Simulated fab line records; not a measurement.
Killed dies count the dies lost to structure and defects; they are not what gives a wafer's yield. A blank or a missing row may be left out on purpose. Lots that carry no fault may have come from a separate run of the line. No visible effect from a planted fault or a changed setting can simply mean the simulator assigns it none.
Which tool was responsible? :: flow sky130 :: 72 wafers from 24 lots sampled at 6 of the route's 708 steps

## WHAT THE GAUGES READ, wafer by wafer
SKY_VIA1_THK_MEAS_23: measures by xrf. Usual: VIA1_W_THK 270 nm, standard deviation 3.4.
lot: L074
measured: day 33 18:52
on: film-metro-03
VIA1_W_THK (nm): 265 267 266
flag: 

lot: L075
measured: day 34 03:59
on: film-metro-02
VIA1_W_THK (nm): 269 267 267
flag: 

lot: L076
measured: day 34 08:20
on: film-metro-03
VIA1_W_THK (nm): 273 268 272
flag: 

lot: L077
measured: day 34 21:54
on: film-metro-02
VIA1_W_THK (nm): 267 267 267
flag: 

lot: L078
measured: day 35 06:40
on: film-metro-02
VIA1_W_THK (nm): 270 268 270
flag: 

lot: L079
measured: day 35 07:22
on: film-metro-03
VIA1_W_THK (nm): 272 276 274
flag: 

lot: L080
measured: day 36 00:47
on: film-metro-02
VIA1_W_THK (nm): 271 271 265
flag: 

lot: L081
measured: day 36 07:59
on: film-metro-03
VIA1_W_THK (nm): 271 274 271
flag: 

lot: L082
measured: day 36 12:58
on: film-metro-02
VIA1_W_THK (nm): 273 270 272
flag: 

lot: L083
measured: day 36 22:28
on: film-metro-02
VIA1_W_THK (nm): 268 271 267
flag: 

lot: L084
measured: day 37 05:29
on: film-metro-02
VIA1_W_THK (nm): 265 269 266
flag: 

lot: L085
measured: day 37 14:01
on: film-metro-02
VIA1_W_THK (nm): 268 270 269
flag: 

lot: L086
measured: day 38 00:03
on: film-metro-01
VIA1_W_THK (nm): 278 276 274
flag: 

lot: L087
measured: day 38 12:13
on: film-metro-03
VIA1_W_THK (nm): 273 275 273
flag: 

lot: L089
measured: day 38 16:08
on: film-metro-01
VIA1_W_THK (nm): 269 272 271
flag: 

lot: L088
measured: day 38 18:46
on: film-metro-01
VIA1_W_THK (nm): 271 272 276
flag: 

lot: L091
measured: day 39 11:29
on: film-metro-03
VIA1_W_THK (nm): 273 270 279
flag: 

lot: L092
measured: day 39 14:20
on: film-metro-02
VIA1_W_THK (nm): 267 263 270
flag: 

lot: L090
measured: day 39 15:00
on: film-metro-02
VIA1_W_THK (nm): 271 266 271
flag: 

lot: L093
measured: day 39 20:37
on: film-metro-03
VIA1_W_THK (nm): 269 268 267
flag: 

lot: L094
measured: day 40 03:21
on: film-metro-03
VIA1_W_THK (nm): 272 272 265
flag: 

lot: L095
measured: day 40 12:26
on: film-metro-03
VIA1_W_THK (nm): 267 266 268
flag: 

lot: L096
measured: day 40 15:38
on: film-metro-03
VIA1_W_THK (nm): 267 267 268
flag: 

lot: L097
measured: day 40 22:11
on: film-metro-01
VIA1_W_THK (nm): 276 279 279
flag: 

SKY_VIA3_CD_MEAS_12 targets a cd of 200 nm. Usual: cd-nm reads 199.6 nm (standard deviation 1.5).
lot: L074
measured: day 39 11:57
on: cd-sem-01
cd-nm (nm): 200.3 200.4 198.8
flag: 

lot: L075
measured: day 39 21:10
on: cd-sem-01
cd-nm (nm): 198.2 198.6 198.8
flag: 

lot: L076
measured: day 39 22:07
on: cd-sem-02
cd-nm (nm): 201.3 200.0 199.9
flag: 

lot: L077
measured: day 40 14:11
on: cd-sem-01
cd-nm (nm): 198.6 197.5 198.2
flag: 

lot: L078
measured: day 40 21:12
on: cd-sem-02
cd-nm (nm): 197.6 197.7 198.2
flag: 

lot: L079
measured: day 40 23:46
on: cd-sem-01
cd-nm (nm): 198.5 200.1 200.7
flag: 

lot: L080
measured: day 41 11:59
on: cd-sem-02
cd-nm (nm): 201.3 200.8 200.3
flag: 

lot: L081
measured: day 41 20:44
on: cd-sem-01
cd-nm (nm): 201.3 201.7 202.8
flag: 

lot: L082
measured: day 42 00:38
on: cd-sem-01
cd-nm (nm): 199.7 199.5 197.2
flag: 

lot: L083
measured: day 42 09:04
on: cd-sem-02
cd-nm (nm): 197.8 197.6 196.6
flag: 

lot: L084
measured: day 42 14:56
on: cd-sem-02
cd-nm (nm): 198.7 198.8 198.6
flag: 

lot: L085
measured: day 43 00:40
on: cd-sem-01
cd-nm (nm): 198.6 198.8 197.4
flag: 

lot: L086
measured: day 43 07:02
on: cd-sem-01
cd-nm (nm): 198.9 199.3 199.8
flag: 

lot: L087
measured: day 43 20:05
on: cd-sem-02
cd-nm (nm): 200.0 199.0 200.7
flag: 

lot: L089
measured: day 43 22:44
on: cd-sem-01
cd-nm (nm): 199.2 199.1 198.0
flag: 

lot: L088
measured: day 44 01:30
on: cd-sem-02
cd-nm (nm): 197.0 196.7 198.0
flag: 

lot: L091
measured: day 44 14:22
on: cd-sem-02
cd-nm (nm): 201.3 201.3 201.7
flag: 

lot: L092
measured: day 44 18:32
on: cd-sem-02
cd-nm (nm): 198.7 198.0 198.1
flag: 

lot: L090
measured: day 44 19:03
on: cd-sem-01
cd-nm (nm): 200.7 199.3 200.8
flag: 

lot: L093
measured: day 44 23:52
on: cd-sem-02
cd-nm (nm): 200.0 200.6 201.4
flag: 

lot: L094
measured: day 45 05:00
on: cd-sem-02
cd-nm (nm): 201.2 201.4 202.2
flag: 

lot: L095
measured: day 45 12:14
on: cd-sem-01
cd-nm (nm): 198.9 199.4 200.6
flag: 

lot: L096
measured: day 45 15:41
on: cd-sem-02
cd-nm (nm): 199.3 201.2 199.8
flag: 

lot: L097
measured: day 45 21:28
on: cd-sem-02
cd-nm (nm): 200.4 201.1 199.8
flag: 

SKY_VIA4_RS_MEAS_19: measures by four-point-probe. Usual: VIA4_W_RS 0.2277 ohm/sq, standard deviation 0.0024.
lot: L074
measured: day 42 18:06
on: film-metro-01
VIA4_W_RS (ohm/sq): 0.2333 0.2308 0.2279
flag: 

lot: L075
measured: day 43 01:55
on: film-metro-03
VIA4_W_RS (ohm/sq): 0.2285 0.2285 0.2273
flag: 

lot: L076
measured: day 43 02:38
on: film-metro-03
VIA4_W_RS (ohm/sq): 0.2331 0.2284 0.2322
flag: 

lot: L077
measured: day 43 17:48
on: film-metro-04
VIA4_W_RS (ohm/sq): 0.2261 0.2272 0.2231
flag: 

lot: L078
measured: day 44 00:03
on: film-metro-01
VIA4_W_RS (ohm/sq): 0.2248 0.2251 0.2233
flag: 

lot: L079
measured: day 44 02:56
on: film-metro-04
VIA4_W_RS (ohm/sq): 0.2292 0.2280 0.2310
flag: 

lot: L080
measured: day 44 13:37
on: film-metro-04
VIA4_W_RS (ohm/sq): 0.2270 0.2295 0.2262
flag: 

lot: L081
measured: day 44 22:32
on: film-metro-04
VIA4_W_RS (ohm/sq): 0.2288 0.2280 0.2246
flag: 

lot: L082
measured: day 45 02:08
on: film-metro-03
VIA4_W_RS (ohm/sq): 0.2277 0.2275 0.2274
flag: 

lot: L083
measured: day 45 09:32
on: film-metro-04
VIA4_W_RS (ohm/sq): 0.2264 0.2320 0.2305
flag: 

lot: L084
measured: day 45 14:34
on: film-metro-04
VIA4_W_RS (ohm/sq): 0.2255 0.2293 0.2251
flag: 

lot: L085
measured: day 46 00:23
on: film-metro-03
VIA4_W_RS (ohm/sq): 0.2277 0.2262 0.2265
flag: 

lot: L086
measured: day 46 06:25
on: film-metro-01
VIA4_W_RS (ohm/sq): 0.2292 0.2305 0.2258
flag: 

lot: L087
measured: day 46 17:55
on: film-metro-03
VIA4_W_RS (ohm/sq): 0.2290 0.2288 0.2286
flag: 

lot: L089
measured: day 46 19:17
on: film-metro-03
VIA4_W_RS (ohm/sq): 0.2302 0.2261 0.2279
flag: 

lot: L088
measured: day 46 22:53
on: film-metro-01
VIA4_W_RS (ohm/sq): 0.2315 0.2293 0.2277
flag: 

lot: L091
measured: day 47 09:41
on: film-metro-03
VIA4_W_RS (ohm/sq): 0.2242 0.2267 0.2250
flag: 

lot: L092
measured: day 47 13:17
on: film-metro-04
VIA4_W_RS (ohm/sq): 0.2281 0.2277 0.2264
flag: 

lot: L090
measured: day 47 14:10
on: film-metro-04
VIA4_W_RS (ohm/sq): 0.2270 0.2278 0.2292
flag: 

lot: L093
measured: day 47 19:20
on: film-metro-03
VIA4_W_RS (ohm/sq): 0.2309 0.2261 0.2291
flag: 

lot: L094
measured: day 47 22:54
on: film-metro-04
VIA4_W_RS (ohm/sq): 0.2271 0.2291 0.2243
flag: 

lot: L095
measured: day 48 05:19
on: film-metro-04
VIA4_W_RS (ohm/sq): 0.2308 0.2310 0.2216
flag: 

lot: L096
measured: day 48 08:04
on: film-metro-03
VIA4_W_RS (ohm/sq): 0.2274 0.2272 0.2323
flag: 

lot: L097
measured: day 48 13:24
on: film-metro-04
VIA4_W_RS (ohm/sq): 0.2315 0.2290 0.2310
flag: 

## TOOL THAT RAN EACH LOT (tool first, then ch and the chambers of the sampled wafers, then the start)
lot: L074
SKY_VIA1_CMP_02: cmp-02 ch 0,2,3, day 32 14:17
SKY_CAPM_STRIP_14: plasma-asher-02 ch 0,1, day 37 06:53
SKY_METAL4_DESCUM_15: rie-metal-04 ch 0,1, day 41 16:07

lot: L075
SKY_VIA1_CMP_02: cmp-01 ch 1,2,3, day 33 00:05
SKY_CAPM_STRIP_14: plasma-asher-04 ch 0,1, day 37 15:53
SKY_METAL4_DESCUM_15: rie-metal-04 ch 1, day 41 23:55

lot: L076
SKY_VIA1_CMP_02: cmp-02 ch 0,1,3, day 33 03:59
SKY_CAPM_STRIP_14: plasma-asher-03 ch 0,1, day 37 18:05
SKY_METAL4_DESCUM_15: rie-metal-01 ch 0,1, day 42 01:13

lot: L077
SKY_VIA1_CMP_02: cmp-02 ch 0,2,3, day 33 17:49
SKY_CAPM_STRIP_14: plasma-asher-04 ch 0,1, day 38 09:17
SKY_METAL4_DESCUM_15: rie-metal-04 ch 1, day 42 16:35

lot: L078
SKY_VIA1_CMP_02: cmp-02 ch 0,1,3, day 34 02:40
SKY_CAPM_STRIP_14: plasma-asher-02 ch 0,1, day 38 17:14
SKY_METAL4_DESCUM_15: rie-metal-03 ch 0,1, day 42 23:11

lot: L079
SKY_VIA1_CMP_02: cmp-02 ch 0,1,3, day 34 03:29
SKY_CAPM_STRIP_14: plasma-asher-03 ch 0,1, day 38 19:38
SKY_METAL4_DESCUM_15: rie-metal-01 ch 0,1, day 43 01:44

lot: L080
SKY_VIA1_CMP_02: cmp-02 ch 0,1,3, day 34 20:15
SKY_CAPM_STRIP_14: plasma-asher-02 ch 0,1, day 39 10:16
SKY_METAL4_DESCUM_15: rie-metal-03 ch 0,1, day 43 12:58

lot: L081
SKY_VIA1_CMP_02: cmp-01 ch 1,2,3, day 35 04:02
SKY_CAPM_STRIP_14: plasma-asher-04 ch 0,1, day 39 17:02
SKY_METAL4_DESCUM_15: rie-metal-01 ch 1, day 43 22:08

lot: L082
SKY_VIA1_CMP_02: cmp-02 ch 2,3, day 35 08:54
SKY_CAPM_STRIP_14: plasma-asher-03 ch 0,1, day 39 21:46
SKY_METAL4_DESCUM_15: rie-metal-03 ch 0,1, day 44 00:50

lot: L083
SKY_VIA1_CMP_02: cmp-01 ch 0,2,3, day 35 18:57
SKY_CAPM_STRIP_14: plasma-asher-04 ch 0,1, day 40 05:59
SKY_METAL4_DESCUM_15: rie-metal-04 ch 0,1, day 44 09:35

lot: L084
SKY_VIA1_CMP_02: cmp-02 ch 0,1,3, day 36 01:56
SKY_CAPM_STRIP_14: plasma-asher-04 ch 0,1, day 40 13:05
SKY_METAL4_DESCUM_15: rie-metal-04 ch 0,1, day 44 14:20

lot: L085
SKY_VIA1_CMP_02: cmp-02 ch 0,3, day 36 10:23
SKY_CAPM_STRIP_14: plasma-asher-03 ch 0,1, day 40 22:47
SKY_METAL4_DESCUM_15: rie-metal-04 ch 0,1, day 45 00:46

lot: L086
SKY_VIA1_CMP_02: cmp-02 ch 0,1,3, day 36 20:43
SKY_CAPM_STRIP_14: plasma-asher-02 ch 0,1, day 41 06:35
SKY_METAL4_DESCUM_15: rie-metal-04 ch 0,1, day 45 07:08

lot: L087
SKY_VIA1_CMP_02: cmp-01 ch 0,1,3, day 37 08:59
SKY_CAPM_STRIP_14: plasma-asher-03 ch 0,1, day 41 19:04
SKY_METAL4_DESCUM_15: rie-metal-03 ch 0,1, day 45 18:56

lot: L089
SKY_VIA1_CMP_02: cmp-01 ch 0,1,2, day 37 13:08
SKY_CAPM_STRIP_14: plasma-asher-03 ch 0,1, day 41 21:38
SKY_METAL4_DESCUM_15: rie-metal-01 ch 0,1, day 45 20:37

lot: L088
SKY_VIA1_CMP_02: cmp-02 ch 0,2,3, day 37 15:11
SKY_CAPM_STRIP_14: plasma-asher-03 ch 0,1, day 42 00:37
SKY_METAL4_DESCUM_15: rie-metal-01 ch 0,1, day 45 23:59

lot: L091
SKY_VIA1_CMP_02: cmp-02 ch 0,1,3, day 38 08:41
SKY_CAPM_STRIP_14: plasma-asher-03 ch 0,1, day 42 16:11
SKY_METAL4_DESCUM_15: rie-metal-03 ch 0,1, day 46 10:53

lot: L092
SKY_VIA1_CMP_02: cmp-02 ch 1,2,3, day 38 11:20
SKY_CAPM_STRIP_14: plasma-asher-04 ch 0,1, day 42 18:10
SKY_METAL4_DESCUM_15: rie-metal-03 ch 0,1, day 46 15:22

lot: L090
SKY_VIA1_CMP_02: cmp-01 ch 2,3, day 38 12:16
SKY_CAPM_STRIP_14: plasma-asher-04 ch 0,1, day 42 19:41
SKY_METAL4_DESCUM_15: rie-metal-03 ch 0,1, day 46 16:04

lot: L093
SKY_VIA1_CMP_02: cmp-01 ch 0,1, day 38 18:10
SKY_CAPM_STRIP_14: plasma-asher-03 ch 0,1, day 43 00:28
SKY_METAL4_DESCUM_15: rie-metal-01 ch 0,1, day 46 21:11

lot: L094
SKY_VIA1_CMP_02: cmp-02 ch 0,2,3, day 39 01:01
SKY_CAPM_STRIP_14: plasma-asher-04 ch 0,1, day 43 06:35
SKY_METAL4_DESCUM_15: rie-metal-01 ch 0,1, day 47 00:58

lot: L095
SKY_VIA1_CMP_02: cmp-02 ch 0,1,3, day 39 11:01
SKY_CAPM_STRIP_14: plasma-asher-02 ch 0,1, day 43 13:14
SKY_METAL4_DESCUM_15: rie-metal-01 ch 0,1, day 47 07:49

lot: L096
SKY_VIA1_CMP_02: cmp-02 ch 0,1,2, day 39 12:53
SKY_CAPM_STRIP_14: plasma-asher-02 ch 0,1, day 43 18:14
SKY_METAL4_DESCUM_15: rie-metal-01 ch 0,1, day 47 10:37

lot: L097
SKY_VIA1_CMP_02: cmp-02 ch 0,1, day 39 20:52
SKY_CAPM_STRIP_14: plasma-asher-02 ch 0,1, day 43 23:47
SKY_METAL4_DESCUM_15: rie-metal-01 ch 1, day 47 15:59
- SKY_VIA1_CMP_02: polishes SiO2.
- SKY_CAPM_STRIP_14: strips in O2/N2.
- SKY_METAL4_DESCUM_15: chemistry O2, time 8 s.

## WHAT THE TOOLS THEMSELVES READ (means of the sampled wafers that have a number; where no wafer has one, the mark that the record gives instead)
SKY_VIA1_CMP_02. Usual: motor-current-A 12.8 A, standard deviation 1.6; retaining-ring-pressure-frac 1.000, standard deviation 0.0054.
lot: L074
tool: cmp-02
motor-current-A (A): 13.6
retaining-ring-pressure-frac: 1.002
flag: 

lot: L075
tool: cmp-01
motor-current-A (A): 12.0
retaining-ring-pressure-frac: 1.002
flag: 

lot: L076
tool: cmp-02
motor-current-A (A): 12.5
retaining-ring-pressure-frac: 0.999
flag: 

lot: L077
tool: cmp-02
motor-current-A (A): 13.9
retaining-ring-pressure-frac: 0.995
flag: 

lot: L078
tool: cmp-02
motor-current-A (A): 12.7
retaining-ring-pressure-frac: 0.997
flag: 

lot: L079
tool: cmp-02
motor-current-A (A): 12.8
retaining-ring-pressure-frac: 0.996
flag: 

lot: L080
tool: cmp-02
motor-current-A (A): 13.3
retaining-ring-pressure-frac: 1.000
flag: 

lot: L081
tool: cmp-01
motor-current-A (A): 11.7
retaining-ring-pressure-frac: 0.997
flag: 

lot: L082
tool: cmp-02
motor-current-A (A): 14.5
retaining-ring-pressure-frac: 1.006
flag: 

lot: L083
tool: cmp-01
motor-current-A (A): 11.6
retaining-ring-pressure-frac: 1.006
flag: 

lot: L084
tool: cmp-02
motor-current-A (A): 12.9
retaining-ring-pressure-frac: 0.998
flag: 

lot: L085
tool: cmp-02
motor-current-A (A): 14.5
retaining-ring-pressure-frac: 1.003
flag: 

lot: L086
tool: cmp-02
motor-current-A (A): 12.6
retaining-ring-pressure-frac: 1.001
flag: 

lot: L087
tool: cmp-01
motor-current-A (A): 11.6
retaining-ring-pressure-frac: 1.001
flag: 

lot: L089
tool: cmp-01
motor-current-A (A): 12.4
retaining-ring-pressure-frac: 0.998
flag: 

lot: L088
tool: cmp-02
motor-current-A (A): 13.4
retaining-ring-pressure-frac: 1.001
flag: 

lot: L091
tool: cmp-02
motor-current-A (A): 12.7
retaining-ring-pressure-frac: 1.003
flag: 

lot: L092
tool: cmp-02
motor-current-A (A): 13.6
retaining-ring-pressure-frac: 1.001
flag: 

lot: L090
tool: cmp-01
motor-current-A (A): 12.0
retaining-ring-pressure-frac: 1.001
flag: 

lot: L093
tool: cmp-01
motor-current-A (A): 12.1
retaining-ring-pressure-frac: 1.002
flag: 

lot: L094
tool: cmp-02
motor-current-A (A): 13.5
retaining-ring-pressure-frac: 0.999
flag: 

lot: L095
tool: cmp-02
motor-current-A (A): 13.0
retaining-ring-pressure-frac: 1.004
flag: 

lot: L096
tool: cmp-02
motor-current-A (A): 12.5
retaining-ring-pressure-frac: 0.999
flag: 

lot: L097
tool: cmp-02
motor-current-A (A): 11.7
retaining-ring-pressure-frac: 1.002
flag: 

SKY_CAPM_STRIP_14. Usual: drypump-motor-current-A 6.14 A, standard deviation 0.29; oes-product-au 0.710 a.u., standard deviation 0.0044; strip-time-to-endpoint-s 12.77 s, standard deviation 0.053.
lot: L074
tool: plasma-asher-02
drypump-motor-current-A (A): 6.49
oes-product-au (a.u.): 0.712
strip-time-to-endpoint-s (s): 12.82
flag: 

lot: L075
tool: plasma-asher-04
drypump-motor-current-A (A): 5.86
oes-product-au (a.u.): 0.706
strip-time-to-endpoint-s (s): 12.80
flag: 

lot: L076
tool: plasma-asher-03
drypump-motor-current-A (A): 6.24
oes-product-au (a.u.): 0.713
strip-time-to-endpoint-s (s): 12.80
flag: 

lot: L077
tool: plasma-asher-04
drypump-motor-current-A (A): 5.83
oes-product-au (a.u.): 0.710
strip-time-to-endpoint-s (s): 12.82
flag: 

lot: L078
tool: plasma-asher-02
drypump-motor-current-A (A): 6.50
oes-product-au (a.u.): 0.711
strip-time-to-endpoint-s (s): 12.71
flag: 

lot: L079
tool: plasma-asher-03
drypump-motor-current-A (A): 6.22
oes-product-au (a.u.): 0.715
strip-time-to-endpoint-s (s): 12.73
flag: 

lot: L080
tool: plasma-asher-02
drypump-motor-current-A (A): 6.50
oes-product-au (a.u.): 0.709
strip-time-to-endpoint-s (s): 12.76
flag: 

lot: L081
tool: plasma-asher-04
drypump-motor-current-A (A): 5.81
oes-product-au (a.u.): 0.712
strip-time-to-endpoint-s (s): 12.81
flag: 

lot: L082
tool: plasma-asher-03
drypump-motor-current-A (A): 6.25
oes-product-au (a.u.): 0.705
strip-time-to-endpoint-s (s): 12.75
flag: 

lot: L083
tool: plasma-asher-04
drypump-motor-current-A (A): 5.81
oes-product-au (a.u.): 0.708
strip-time-to-endpoint-s (s): 12.63
flag: 

lot: L084
tool: plasma-asher-04
drypump-motor-current-A (A): 5.84
oes-product-au (a.u.): 0.710
strip-time-to-endpoint-s (s): 12.77
flag: 

lot: L085
tool: plasma-asher-03
drypump-motor-current-A (A): 6.23
oes-product-au (a.u.): 0.710
strip-time-to-endpoint-s (s): 12.78
flag: 

lot: L086
tool: plasma-asher-02
drypump-motor-current-A (A): 6.30
oes-product-au (a.u.): 0.712
strip-time-to-endpoint-s (s): 12.80
flag: 

lot: L087
tool: plasma-asher-03
drypump-motor-current-A (A): 6.23
oes-product-au (a.u.): 0.709
strip-time-to-endpoint-s (s): 12.79
flag: 

lot: L089
tool: plasma-asher-03
drypump-motor-current-A (A): 6.23
oes-product-au (a.u.): 0.706
strip-time-to-endpoint-s (s): 12.67
flag: 

lot: L088
tool: plasma-asher-03
drypump-motor-current-A (A): 6.25
oes-product-au (a.u.): 0.711
strip-time-to-endpoint-s (s): 12.77
flag: 

lot: L091
tool: plasma-asher-03
drypump-motor-current-A (A): 6.24
oes-product-au (a.u.): 0.708
strip-time-to-endpoint-s (s): 12.80
flag: 

lot: L092
tool: plasma-asher-04
drypump-motor-current-A (A): 5.84
oes-product-au (a.u.): 0.706
strip-time-to-endpoint-s (s): 12.81
flag: 

lot: L090
tool: plasma-asher-04
drypump-motor-current-A (A): 5.80
oes-product-au (a.u.): 0.710
strip-time-to-endpoint-s (s): 12.73
flag: 

lot: L093
tool: plasma-asher-03
drypump-motor-current-A (A): 6.22
oes-product-au (a.u.): 0.712
strip-time-to-endpoint-s (s): 12.66
flag: 

lot: L094
tool: plasma-asher-04
drypump-motor-current-A (A): 5.80
oes-product-au (a.u.): 0.717
strip-time-to-endpoint-s (s): 12.79
flag: 

lot: L095
tool: plasma-asher-02
drypump-motor-current-A (A): 6.30
oes-product-au (a.u.): 0.711
strip-time-to-endpoint-s (s): 12.82
flag: 

lot: L096
tool: plasma-asher-02
drypump-motor-current-A (A): 6.48
oes-product-au (a.u.): 0.707
strip-time-to-endpoint-s (s): 12.80
flag: 

lot: L097
tool: plasma-asher-02
drypump-motor-current-A (A): 6.48
oes-product-au (a.u.): 0.709
strip-time-to-endpoint-s (s): 12.71
flag: 

SKY_METAL4_DESCUM_15. Usual: drypump-motor-current-A 5.92 A, standard deviation 0.19; he-backside-leak-sccm 3.30 sccm, standard deviation 0.26; oes-product-au 0.994 a.u., standard deviation 0.012.
lot: L074
tool: rie-metal-04
drypump-motor-current-A (A): 6.24
he-backside-leak-sccm (sccm): 3.10
oes-product-au (a.u.): 1.007
flag: 

lot: L075
tool: rie-metal-04
drypump-motor-current-A (A): 5.97
he-backside-leak-sccm (sccm): 2.94
oes-product-au (a.u.): 1.008
flag: 

lot: L076
tool: rie-metal-01
drypump-motor-current-A (A): 5.79
he-backside-leak-sccm (sccm): 3.25
oes-product-au (a.u.): 0.989
flag: 

lot: L077
tool: rie-metal-04
drypump-motor-current-A (A): 5.97
he-backside-leak-sccm (sccm): 3.13
oes-product-au (a.u.): 0.999
flag: 

lot: L078
tool: rie-metal-03
drypump-motor-current-A (A): 5.89
he-backside-leak-sccm (sccm): 3.38
oes-product-au (a.u.): 0.992
flag: 

lot: L079
tool: rie-metal-01
drypump-motor-current-A (A): 5.80
he-backside-leak-sccm (sccm): 3.37
oes-product-au (a.u.): 0.986
flag: 

lot: L080
tool: rie-metal-03
drypump-motor-current-A (A): 5.86
he-backside-leak-sccm (sccm): 3.27
oes-product-au (a.u.): 0.995
flag: 

lot: L081
tool: rie-metal-01
drypump-motor-current-A (A): 5.80
he-backside-leak-sccm (sccm): 3.53
oes-product-au (a.u.): 0.983
flag: 

lot: L082
tool: rie-metal-03
drypump-motor-current-A (A): 5.91
he-backside-leak-sccm (sccm): 3.46
oes-product-au (a.u.): 0.994
flag: 

lot: L083
tool: rie-metal-04
drypump-motor-current-A (A): 6.10
he-backside-leak-sccm (sccm): 3.11
oes-product-au (a.u.): 1.004
flag: 

lot: L084
tool: rie-metal-04
drypump-motor-current-A (A): 6.12
he-backside-leak-sccm (sccm): 3.16
oes-product-au (a.u.): 1.009
flag: 

lot: L085
tool: rie-metal-04
drypump-motor-current-A (A): 6.11
he-backside-leak-sccm (sccm): 3.19
oes-product-au (a.u.): 1.006
flag: 

lot: L086
tool: rie-metal-04
drypump-motor-current-A (A): 6.26
he-backside-leak-sccm (sccm): 3.10
oes-product-au (a.u.): 1.011
flag: 

lot: L087
tool: rie-metal-03
drypump-motor-current-A (A): 5.90
he-backside-leak-sccm (sccm): 3.43
oes-product-au (a.u.): 0.982
flag: 

lot: L089
tool: rie-metal-01
drypump-motor-current-A (A): 5.76
he-backside-leak-sccm (sccm): 3.26
oes-product-au (a.u.): 0.984
flag: 

lot: L088
tool: rie-metal-01
drypump-motor-current-A (A): 5.78
he-backside-leak-sccm (sccm): 3.52
oes-product-au (a.u.): 0.988
flag: 

lot: L091
tool: rie-metal-03
drypump-motor-current-A (A): 5.88
he-backside-leak-sccm (sccm): 3.37
oes-product-au (a.u.): 0.986
flag: 

lot: L092
tool: rie-metal-03
drypump-motor-current-A (A): 5.91
he-backside-leak-sccm (sccm): 3.42
oes-product-au (a.u.): 0.995
flag: 

lot: L090
tool: rie-metal-03
drypump-motor-current-A (A): 5.89
he-backside-leak-sccm (sccm): 3.45
oes-product-au (a.u.): 0.990
flag: 

lot: L093
tool: rie-metal-01
drypump-motor-current-A (A): 5.80
he-backside-leak-sccm (sccm): 3.42
oes-product-au (a.u.): 0.981
flag: 

lot: L094
tool: rie-metal-01
drypump-motor-current-A (A): 5.76
he-backside-leak-sccm (sccm): 3.25
oes-product-au (a.u.): 0.985
flag: 

lot: L095
tool: rie-metal-01
drypump-motor-current-A (A): 5.80
he-backside-leak-sccm (sccm): 3.33
oes-product-au (a.u.): 0.989
flag: 

lot: L096
tool: rie-metal-01
drypump-motor-current-A (A): 5.80
he-backside-leak-sccm (sccm): 3.38
oes-product-au (a.u.): 0.988
flag: 

lot: L097
tool: rie-metal-01
drypump-motor-current-A (A): 5.84
he-backside-leak-sccm (sccm): 3.56
oes-product-au (a.u.): 0.986
flag: 

## THE ANSWER, worked out from the rows above alone
Rule: a lot counts as off when the mean over its wafers that have a number is more than 3 standard deviations away from the usual mean. Also off: a lot with no number at a reading for which 4 or more lots have one. Any other lot the step has rows for is counted as sound. Order of review: gauges by route order, followed by the tools' own readings, for which a lot's mean as printed above is used. The first step at which some lot is off is used, and at that step the reading that is off furthest; a lot without a number counts as furthest.
No lot is off on any of the readings shown, so nothing can be concluded from this.

## WHAT THE SIMULATOR HAD PUT IN
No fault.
